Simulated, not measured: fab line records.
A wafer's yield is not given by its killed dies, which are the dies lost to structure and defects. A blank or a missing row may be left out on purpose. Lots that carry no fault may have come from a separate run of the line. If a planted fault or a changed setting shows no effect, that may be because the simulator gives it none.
fab line records	flow gf180mcu	part 1 of 2: steps 1 to 25 of 33
record: lots: 5	wafers: 15	lastDay: 34
route steps=602 shown STI@11 DNWELL@32 NWELL@42
lots untouched by any fault: they come from a run of this same line in which no faults occurred
startH: hours from the record's opening day to when the first of the lot's shown wafers began	waitH: hours since the lot's step before	" repeats the value in the row above	L1.1+2: several wafers, shown together as one row	- either no value or no given start	* or withheld: withheld	< > ~ a bound
route shown NAME@n: a module of which the file shows steps, and the number in the route of the first	usual: mean/standard deviation of fault-free wafers	same: alike in all rows	chamber/n: place in a boat	sites: per-site readings	_std_site: the values' standard deviation	_edge_site: inner sites' mean taken away from outer sites' mean	radiusMm: for every site, how far away it sits from the centre of the wafer	mask NAME#n: copy n	behind: the last tool/chamber to shape the wafer	hold: reason for holding the lot/hours on hold/outcome of the hold	device: which transistor (n, p or np) failed to switch	end of line: the same wafers' tests at the end of the route	for a step that has no rows: nothing shown but its recipe	killed: at the first sort, the dies lost to defects and structure; wafer yield is something else	map: per-die view of a wafer (x killed, . not killed, _ where there is no die)
set.NAME: the setting that was run; set.NAME@STEP: the one run at that earlier step	model.NAME: the simulator's own value behind a step, which no gauge read
lots seen at some steps along the route; tables by step, rows by wafer
services: from which hour (startH, from the record's first day; less than 0 if before it) a tool's chamber was out of use, for how many hours, and why
== steps ==
step: GF_STI_PEB_10
recipe: pebTempC: 135	pebTimeS: 90	resist: KrF
usual: chillPlateTempC: 23.02/0.095	resistLineTempC: 23.00/0.11
same: pebTimeS: 90
lot.wafer	tool	chamber	startH	waitH	chillPlateTempC	resistLineTempC
L077.2	lithoTrack-03	0	-	-	22.83	22.93
L077.4	"	0	"	"	23.02	23.07
L077.6	"	0	"	"	22.99	22.93
L081.1	lithoTrack-03	0	-	-	23.00	23.18
L081.4	"	0	"	"	22.95	23.18
L081.5	"	0	"	"	22.95	22.95
L088.1	lithoTrack-02	0	-	-	22.95	23.09
L088.4	"	0	"	"	23.04	22.91
L088.6	"	0	"	"	22.85	23.13
L095.2	lithoTrack-02	0	-	-	22.89	23.00
L095.4	"	0	"	"	22.95	22.88
L095.5	"	0	"	"	22.98	22.89
L097.2	lithoTrack-01	0	-	-	23.09	22.94
L097.3	"	0	"	"	22.90	23.01
L097.4	"	0	"	"	23.00	22.93
step: GF_STI_DEVELOP_11
recipe: developTimeS: 60	devTempC: 21
usual: chillPlateTempC: 22.99/0.13	developerTempC: 21.04/0.12	resistLineTempC: 22.99/0.1
lot.wafer	tool	chamber	startH	waitH	chillPlateTempC	developerTempC	resistLineTempC
L077.2	lithoTrack-03	0	41.03	0.2	22.96	21.00	22.98
L077.4	"	0	"	"	22.85	21.03	23.01
L077.6	"	0	"	"	22.94	20.98	22.90
L081.1	lithoTrack-03	0	60.81	0.2	22.94	20.97	23.07
L081.4	"	0	"	"	22.86	20.98	22.96
L081.5	"	0	"	"	22.90	21.07	23.04
L088.1	lithoTrack-02	0	96.80	0.2	22.89	21.07	23.04
L088.4	"	0	"	"	22.78	21.01	22.92
L088.6	"	0	"	"	22.91	21.08	22.88
L095.2	lithoTrack-02	0	134.43	0.2	22.91	20.88	22.97
L095.4	"	0	"	"	23.07	20.86	22.89
L095.5	"	0	"	"	23.17	21.02	23.07
L097.2	lithoTrack-01	0	143.53	0.2	22.83	20.96	22.99
L097.3	"	0	"	"	22.93	20.95	22.90
L097.4	"	0	"	"	22.95	20.95	23.17
step: GF_STI_CD_MEAS_12
recipe: targetCdNm: 220
usual: cdNm: 220.0/1.2
lot.wafer	tool	chamber	startH	waitH	cdNm
L077.2	cdSem-02	-	41.18	0.1	220.3
L077.4	"	-	"	"	221.2
L077.6	"	-	"	"	221.7
L081.1	cdSem-01	-	60.96	0.1	220.7
L081.4	"	-	"	"	222.2
L081.5	"	-	"	"	220.0
L088.1	cdSem-02	-	96.95	0.1	221.5
L088.4	"	-	"	"	221.4
L088.6	"	-	"	"	221.3
L095.2	cdSem-02	-	134.57	0.1	220.0
L095.4	"	-	"	"	221.0
L095.5	"	-	"	"	220.6
L097.2	cdSem-01	-	143.68	0.1	218.4
L097.3	"	-	"	"	219.2
L097.4	"	-	"	"	220.3
step: GF_STI_ETCH_13
recipe: chemistry: CHF3/O2	stopOn: Si	overEtchFrac: 0.3	targetDepthA: 2823.1	sourceW: 600	biasW: 200	pressureMtorr: 40	chf3FlowSccm: 50	O2_flow_sccm: 5	timeS: 112.9
usual: drypumpMotorCurrentA: 5.6/0.39	oesProductAu: 0.833/0.0059	rfFwdPowerW: 597.1/1.9	throttleValvePct: 8.810/0.0099
same: timeS: 112.9
lot.wafer	tool	chamber	startH	waitH	drypumpMotorCurrentA	oesProductAu	rfFwdPowerW	rfHoursCounterH	throttleValvePct
L077.2	rieDiel-01	1	41.28	0.1	5.7	0.828	598.7	76	8.802
L077.4	"	3	"	"	5.3	0.828	594.6	146	8.808
L077.6	"	1	"	"	5.7	0.835	597.9	-	8.790
L081.1	rieDiel-02	2	61.08	0.1	5.9	0.832	598.7	88	8.817
L081.4	"	3	"	"	5.3	0.834	598.9	85	8.793
L081.5	"	0	"	"	5.5	0.830	595.2	-	8.802
L088.1	rieDiel-02	2	97.07	0.1	5.9	0.837	596.5	89	8.819
L088.4	"	0	"	"	5.5	0.837	593.5	126	8.824
L088.6	"	3	"	"	5.3	0.838	598.0	-	8.817
L095.2	rieDiel-01	3	134.67	0.1	5.3	0.842	599.3	149	8.813
L095.4	"	0	"	"	6.4	0.831	597.6	2	8.807
L095.5	"	3	"	"	5.3	0.838	596.8	-	8.802
L097.2	rieDiel-01	0	143.78	0.1	6.4	0.832	597.6	2	8.821
L097.3	"	2	"	"	5.3	0.847	599.1	158	8.804
L097.4	"	1	"	"	5.7	0.838	599.2	79	8.821
step: GF_STI_ETCH_14
recipe: target: Si	chemistry: HBr/Cl2/O2	targetDepthNm: 360	icpW: 600	biasW: 150	pressureMtorr: 15	HBr_flow_sccm: 150	Cl2_flow_sccm: 40	O2_flow_sccm: 6	timeS: 102.9
usual: drypumpMotorCurrentA: 5.9/0.38	oesProductAu: 0.999/0.008	rfFwdPowerW: 595.8/2.2	throttleValvePct: 25.656/0.0097
same: timeS: 102.9
lot.wafer	tool	chamber	startH	waitH	drypumpMotorCurrentA	oesProductAu	rfFwdPowerW	rfHoursCounterH	throttleValvePct
L077.2	rieSi-02	3	41.36	0.0	6.1	1.009	596.4	131	25.663
L077.4	"	0	"	"	6.4	1.024	598.3	55	25.646
L077.6	"	3	"	"	6.1	1.005	596.1	-	25.664
L081.1	rieSi-01	2	61.16	0.0	5.8	1.010	595.8	123	25.657
L081.4	"	1	"	"	5.9	1.004	597.3	2	25.656
L081.5	"	0	"	"	5.7	1.002	598.1	-	25.653
L088.1	rieSi-01	2	97.15	0.0	5.8	1.002	596.5	123	25.643
L088.4	"	3	"	"	5.3	1.009	596.0	21	25.640
L088.6	"	3	"	"	5.3	1.007	596.0	-	25.657
L095.2	rieSi-01	1	134.75	0.0	5.9	1.004	596.9	3	25.647
L095.4	"	3	"	"	5.3	1.006	593.5	22	25.645
L095.5	"	3	"	"	5.3	1.006	593.2	-	25.653
L097.2	rieSi-02	0	143.86	0.0	6.4	1.010	597.2	56	25.658
L097.3	"	1	"	"	6.4	1.009	596.2	136	25.655
L097.4	"	2	"	"	5.5	1.006	596.6	1	25.644
step: GF_STI_STRIP_15
recipe: chemistry: O2/N2	powerW: 1400	pressureMtorr: 1500	platenTempC: 250	o2FlowSccm: 3000	n2FlowSccm: 300	overashFraction: 0.5
usual: drypumpMotorCurrentA: 6.05/0.29	heaterPowerW: 354/26	oesProductAu: 0.384/0.005	stripTimeToEndpointS: 3.72/0.043
lot.wafer	tool	chamber	startH	waitH	drypumpMotorCurrentA	heaterPowerW	oesProductAu	rfHoursCounterH	stripTimeToEndpointS
L077.2	plasmaAsher-02	1	41.43	0.0	6.13	381	0.381	24	3.65
L077.4	"	1	"	"	6.15	378	0.386	-	3.61
L077.6	"	1	"	"	6.13	380	0.377	-	3.66
L081.1	plasmaAsher-04	0	61.23	0.0	5.86	329	0.386	41	3.68
L081.4	"	0	"	"	5.87	344	0.382	-	3.73
L081.5	"	1	"	"	5.97	402	0.380	-	3.67
L088.1	plasmaAsher-04	1	97.23	0.0	6.03	391	0.390	45	3.68
L088.4	"	0	"	"	5.89	350	0.387	-	3.69
L088.6	"	1	"	"	5.98	396	0.376	-	3.71
L095.2	plasmaAsher-01	1	134.82	0.0	5.76	349	0.379	2	3.67
L095.4	"	0	"	"	6.61	313	0.381	-	3.72
L095.5	"	0	"	"	6.60	317	0.385	-	3.67
L097.2	plasmaAsher-04	0	143.93	0.0	5.88	339	0.373	49	3.76
L097.3	"	1	"	"	5.96	407	0.393	-	3.75
L097.4	"	0	"	"	5.83	336	0.386	-	3.75
step: GF_STI_CLEAN_16
recipe: chemistry: dHF	timeS: 25	dilution: 100:1
same: timeS: 25
lot.wafer	tool	chamber	startH	waitH
L077.2+4+6	wetBench-01	0	41.53	0.1
L081.1+4+5	wetBench-01	2	61.33	0.1
L088.1+4+6	wetBench-01	0	97.33	0.1
L095.2+4+5	wetBench-02	2	134.92	0.1
L097.2+3+4	wetBench-02	1	144.03	0.1
step: GF_STI_WET_ETCH_17
recipe: chemistry: H3PO4	targetDepthNm: 45	tempC: 160	target: Si3N4	timeS: 514
same: timeS: 514
lot.wafer	tool	chamber	startH	waitH
L077.2+4+6	wetBench-03	3	41.55	0.0
L081.1+4+5	wetBench-03	1	61.35	0.0
L088.1+4+6	wetBench-03	3	97.34	0.0
L095.2+4+5	wetBench-01	2	134.94	0.0
L097.2+3+4	wetBench-01	3	144.04	0.0
step: GF_STI_CLEAN_18
recipe: chemistry: SC1/SC2	mix: 1:4:20	tempC: 70	timeS: 150
same: timeS: 150
lot.wafer	tool	chamber	startH	waitH
L077.2+4+6	wetBench-02	3	41.85	0.0
L081.1+4+5	wetBench-01	1	61.50	0.0
L088.1+4+6	wetBench-01	1	97.49	0.0
L095.2+4+5	wetBench-02	3	135.09	0.0
L097.2+3+4	wetBench-03	2	144.20	0.0
step: GF_STI_CLEAN_19
recipe: chemistry: dHF	timeS: 20	dilution: 100:1
same: timeS: 20
lot.wafer	tool	chamber	startH	waitH
L077.2+4+6	wetBench-01	2	41.90	0.0
L081.1+4+5	wetBench-02	2	61.55	0.0
L088.1+4+6	wetBench-02	1	97.55	0.0
L095.2+4+5	wetBench-01	3	135.14	0.0
L097.2+3+4	wetBench-02	0	144.25	0.0
step: GF_STI_WET_ETCH_20
recipe: chemistry: dHF	dilution: 100:1	targetDepthNm: 20	tempC: 25	dry: ipaMarangoni	target: SiO2	timeS: 400
same: timeS: 400
lot.wafer	tool	chamber	startH	waitH
L077.2+4+6	wetBench-03	1	41.91	0.0
L081.1+4+5	wetBench-03	0	61.56	0.0
L088.1+4+6	wetBench-01	3	97.56	0.0
L095.2+4+5	wetBench-02	0	135.16	0.0
L097.2+3+4	wetBench-01	1	144.26	0.0
step: GF_STI_OXIDATION_21
recipe: tempC: 1000	ambient: O2	stabiliseS: 600	purgeS: 300	targetThkA: 150	oxTimeS: 458
usual: spikeTcBottomC: 1020.9/1.4
same: oxTimeS: 458	purgeS: 300
lot.wafer	tool	chamber	startH	waitH	spikeTcBottomC
L077.2	furnace-01	0	42.15	0.0	1022.2
L077.4	"	0	"	"	1023.1
L077.6	"	0	"	"	1020.3
L081.1	furnace-01	0	61.68	0.0	1022.2
L081.4	"	0	"	"	1022.1
L081.5	"	0	"	"	1021.6
L088.1	furnace-01	0	97.71	0.0	1022.5
L088.4	"	0	"	"	1020.9
L088.6	"	0	"	"	1022.1
L095.2	furnace-02	0	135.27	0.0	1019.3
L095.4	"	0	"	"	1020.7
L095.5	"	0	"	"	1019.7
L097.2	furnace-01	0	144.38	0.0	1022.5
L097.3	"	0	"	"	1021.0
L097.4	"	0	"	"	1021.5
step: GF_STI_THK_MEAS_22
recipe: reads: SiO2_of_STI_OXIDATION_21
usual: STI_OXIDATION_01_THK: 15.0/0.32
lot.wafer	tool	chamber	startH	waitH	STI_OXIDATION_01_THK[nm]
L077.2	filmMetro-03	-	43.29	0.0	14.4
L077.4	"	-	"	"	14.5
L077.6	"	-	"	"	14.7
L081.1	filmMetro-01	-	62.81	0.0	15.1
L081.4	"	-	"	"	15.1
L081.5	"	-	"	"	15.1
L088.1	filmMetro-03	-	98.84	0.0	15.0
L088.4	"	-	"	"	14.7
L088.6	"	-	"	"	14.8
L095.2	filmMetro-01	-	136.41	0.0	14.8
L095.4	"	-	"	"	14.8
L095.5	"	-	"	"	14.7
L097.2	filmMetro-01	-	145.52	0.0	15.6
L097.3	"	-	"	"	15.8
L097.4	"	-	"	"	15.8
step: GF_STI_CVD_23
recipe: material: SiO2	targetThkNm: 650	sigmaOpenFrac: 0.3	timeS: 108.3	tempC: 600	sih4FlowSccm: 60	pressureMtorr: 6
same: timeS: 108.3
lot.wafer	tool	chamber	startH	waitH
L077.2+4+6	hdpcvd-02	0,1,0	43.34	0.0
L081.1+4+5	hdpcvd-01	0,0,1	62.87	0.1
L088.1+4+6	hdpcvd-02	1,2,0	98.90	0.1
L095.2+4+5	hdpcvd-01	0,0,1	136.46	0.0
L097.2+3+4	hdpcvd-01	1,2,2	145.57	0.0
step: GF_STI_THK_MEAS_24
recipe: reads: SiO2_of_STI_CVD_23
usual: STI_CVD_23_THK: 647/6.4
lot.wafer	tool	chamber	startH	waitH	STI_CVD_23_THK[nm]
L077.2	filmMetro-03	-	43.43	0.0	657
L077.4	"	-	"	"	660
L077.6	"	-	"	"	664
L081.1	filmMetro-04	-	62.95	0.0	661
L081.4	"	-	"	"	649
L081.5	"	-	"	"	658
L088.1	filmMetro-04	-	98.98	0.0	656
L088.4	"	-	"	"	654
L088.6	"	-	"	"	653
L095.2	filmMetro-04	-	136.55	0.0	641
L095.4	"	-	"	"	647
L095.5	"	-	"	"	639
L097.2	filmMetro-03	-	145.66	0.0	636
L097.3	"	-	"	"	639
L097.4	"	-	"	"	641
step: GF_STI_CMP_25
recipe: stopOn: Si3N4	tOverpolishS: 33	downForcePsi: 4	platenRpm: 60	targetThkNm: 524.6	padVelocityMS: 0.94248
usual: motorCurrentA: 12.6/2.1	overpolishRunS: 33.001/0.01	timeToEndpointS: 123/3.4
lot.wafer	tool	chamber	startH	waitH	motorCurrentA	overpolishRunS	timeToEndpointS
L077.4	cmp-02	3	43.48	0.0	14.5	32.998	129
L077.2	"	1	"	"	15.8	32.992	120
L077.6	"	0	"	"	10.6	32.997	124
L081.4	cmp-02	1	63.06	0.1	17.1	32.976	124
L081.1	"	3	"	"	14.0	33.004	123
L081.5	"	1	"	"	15.9	33.005	123
L088.4	cmp-02	0	99.09	0.1	10.5	33.001	123
L088.1	"	1	"	"	16.6	33.011	122
L088.6	"	0	"	"	10.7	33.000	124
L095.2	cmp-02	2	136.65	0.1	12.1	33.011	122
L095.4	"	0	"	"	10.8	33.012	127
L095.5	"	2	"	"	11.9	33.013	122
L097.3	cmp-01	0	145.71	0.0	10.9	33.019	121
L097.2	"	2	"	"	11.8	33.014	119
L097.4	"	3	"	"	11.0	32.995	118
step: GF_STI_WET_ETCH_26
recipe: chemistry: dHF	targetDepthNm: 94	target: SiO2	tempC: 25	dilution: 10:1	timeS: 188
same: timeS: 188
lot.wafer	tool	chamber	startH	waitH
L077.2+4+6	wetBench-01	2	43.78	0.1
L081.1+4+5	wetBench-03	3	63.31	0.1
L088.1+4+6	wetBench-03	2	99.34	0.1
L095.2+4+5	wetBench-02	2	136.90	0.2
L097.2+3+4	wetBench-01	3	146.01	0.1
step: GF_STI_WET_ETCH_27
recipe: chemistry: H3PO4	targetDepthNm: 160	target: Si3N4	tempC: 160	timeS: 1825
same: timeS: 1825
lot.wafer	tool	chamber	startH	waitH
L077.2+4+6	wetBench-03	0	43.84	0.0
L081.1+4+5	wetBench-01	2	63.37	0.0
L088.1+4+6	wetBench-01	1	99.40	0.0
L095.2+4+5	wetBench-02	1	136.96	0.0
L097.2+3+4	wetBench-03	0	146.07	0.0
step: GF_STI_WET_ETCH_28
recipe: chemistry: dHF	targetDepthNm: 20	dry: ipaMarangoni	target: SiO2	tempC: 25	dilution: 10:1	timeS: 40
same: timeS: 40
lot.wafer	tool	chamber	startH	waitH
L077.2+4+6	wetBench-01	1	44.87	0.0
L081.1+4+5	wetBench-02	0	63.88	0.0
L088.1+4+6	wetBench-01	2	99.96	0.0
L095.2+4+5	wetBench-01	2	137.47	0.0
L097.2+3+4	wetBench-01	2	146.63	0.0
step: GF_STI_OXIDATION_29
recipe: tempC: 900	ambient: O2	stabiliseS: 600	purgeS: 300	targetThkA: 100	oxTimeS: 1418
usual: spikeTcBottomC: 920.8/1.4
same: oxTimeS: 1418	purgeS: 300
lot.wafer	tool	chamber	startH	waitH	spikeTcBottomC
L077.2	furnace-02	0	44.89	0.0	921.1
L077.4	"	0	"	"	919.5
L077.6	"	0	"	"	919.9
L081.1	furnace-01	0	63.90	0.0	921.1
L081.4	"	0	"	"	920.1
L081.5	"	0	"	"	922.7
L088.1	furnace-02	0	100.53	0.5	920.3
L088.4	"	0	"	"	920.0
L088.6	"	0	"	"	918.7
L095.2	furnace-01	0	137.49	0.0	922.0
L095.4	"	0	"	"	921.8
L095.5	"	0	"	"	921.4
L097.2	furnace-02	0	146.65	0.0	919.6
L097.3	"	0	"	"	919.9
L097.4	"	0	"	"	919.7
step: GF_STI_THK_MEAS_30
recipe: reads: SiO2_of_STI_OXIDATION_29
usual: STI_OXIDATION_02_THK: 10.02/0.16
lot.wafer	tool	chamber	startH	waitH	STI_OXIDATION_02_THK[nm]
L077.2	filmMetro-01	-	46.29	0.0	9.90
L077.4	"	-	"	"	9.98
L077.6	"	-	"	"	9.89
L081.1	filmMetro-03	-	65.30	0.0	10.24
L081.4	"	-	"	"	10.08
L081.5	"	-	"	"	10.28
L088.1	filmMetro-01	-	101.92	0.0	9.94
L088.4	"	-	"	"	10.11
L088.6	"	-	"	"	10.12
L095.2	filmMetro-04	-	138.90	0.0	10.10
L095.4	"	-	"	"	10.40
L095.5	"	-	"	"	10.18
L097.2	filmMetro-04	-	148.05	0.0	10.03
L097.3	"	-	"	"	9.98
L097.4	"	-	"	"	9.86
step: GF_DNWELL_DEHYDRATE_00
recipe: tempC: 200	timeS: 60
usual: chillPlateTempC: 23.01/0.11	resistLineTempC: 23.02/0.11
same: timeS: 60
lot.wafer	tool	chamber	startH	waitH	chillPlateTempC	resistLineTempC
L077.2	lithoTrack-04	0	51.62	5.3	22.93	22.94
L077.4	"	0	"	"	23.01	23.00
L077.6	"	0	"	"	23.02	23.12
L081.1	lithoTrack-04	0	71.34	6.0	23.15	22.78
L081.4	"	0	"	"	23.09	22.93
L081.5	"	0	"	"	23.05	23.04
L088.1	lithoTrack-04	0	108.59	6.7	23.16	22.91
L088.4	"	0	"	"	22.98	22.99
L088.6	"	0	"	"	23.01	22.98
L095.2	lithoTrack-04	0	146.07	7.2	23.06	23.04
L095.4	"	0	"	"	23.04	23.16
L095.5	"	0	"	"	22.96	23.06
L097.2	lithoTrack-04	0	155.07	7.0	22.97	23.01
L097.3	"	0	"	"	22.84	23.16
L097.4	"	0	"	"	22.87	23.02
step: GF_DNWELL_HMDS_01
recipe: primeTimeS: 60	primeTempC: 120
usual: chillPlateTempC: 23.00/0.1	resistLineTempC: 23.02/0.12
lot.wafer	tool	chamber	startH	waitH	chillPlateTempC	resistLineTempC
L077.2	lithoTrack-04	0	51.77	0.1	23.06	23.15
L077.4	"	0	"	"	23.06	23.38
L077.6	"	0	"	"	22.96	23.29
L081.1	lithoTrack-04	0	71.49	0.1	22.75	23.01
L081.4	"	0	"	"	22.88	23.04
L081.5	"	0	"	"	22.96	22.91
L088.1	lithoTrack-04	0	108.74	0.1	22.98	23.11
L088.4	"	0	"	"	23.10	23.18
L088.6	"	0	"	"	23.09	23.08
L095.2	lithoTrack-04	0	146.22	0.1	23.01	23.12
L095.4	"	0	"	"	23.11	22.96
L095.5	"	0	"	"	23.04	23.01
L097.2	lithoTrack-04	0	155.22	0.1	22.86	22.93
L097.3	"	0	"	"	22.95	22.92
L097.4	"	0	"	"	23.01	22.98
step: GF_DNWELL_COAT_02
recipe: spinRpm: 2000	resistThkNm: 3000
usual: chillPlateTempC: 23.03/0.11	resistLineTempC: 22.99/0.12
lot.wafer	tool	chamber	startH	waitH	chillPlateTempC	resistLineTempC
L077.2	lithoTrack-04	0	51.92	0.1	23.23	22.90
L077.4	"	0	"	"	23.04	23.07
L077.6	"	0	"	"	23.03	22.92
L081.1	lithoTrack-04	0	71.64	0.1	23.15	23.04
L081.4	"	0	"	"	23.18	23.18
L081.5	"	0	"	"	23.03	23.20
L088.1	lithoTrack-04	0	108.89	0.1	23.10	22.96
L088.4	"	0	"	"	23.16	22.97
L088.6	"	0	"	"	22.96	22.89
L095.2	lithoTrack-04	0	146.37	0.1	23.22	22.96
L095.4	"	0	"	"	23.26	22.87
L095.5	"	0	"	"	23.13	22.98
L097.2	lithoTrack-04	0	155.37	0.1	23.05	23.04
L097.3	"	0	"	"	22.92	23.01
L097.4	"	0	"	"	23.03	22.95
step: GF_DNWELL_SOFTBAKE_03
recipe: tempC: 110	timeS: withheld
usual: chillPlateTempC: 22.98/0.099	resistLineTempC: 22.98/0.11
lot.wafer	tool	chamber	startH	waitH	chillPlateTempC	resistLineTempC
L077.2	lithoTrack-04	0	52.08	0.1	22.98	22.83
L077.4	"	0	"	"	22.86	22.72
L077.6	"	0	"	"	23.01	22.85
L081.1	lithoTrack-04	0	71.79	0.1	23.05	23.16
L081.4	"	0	"	"	22.99	22.99
L081.5	"	0	"	"	23.01	22.97
L088.1	lithoTrack-04	0	109.04	0.1	23.05	23.10
L088.4	"	0	"	"	23.06	22.98
L088.6	"	0	"	"	23.18	23.10
L095.2	lithoTrack-04	0	146.52	0.1	22.98	23.02
L095.4	"	0	"	"	23.02	23.02
L095.5	"	0	"	"	23.00	22.97
L097.2	lithoTrack-04	0	155.52	0.1	23.00	22.97
L097.3	"	0	"	"	22.92	23.01
L097.4	"	0	"	"	23.09	23.04
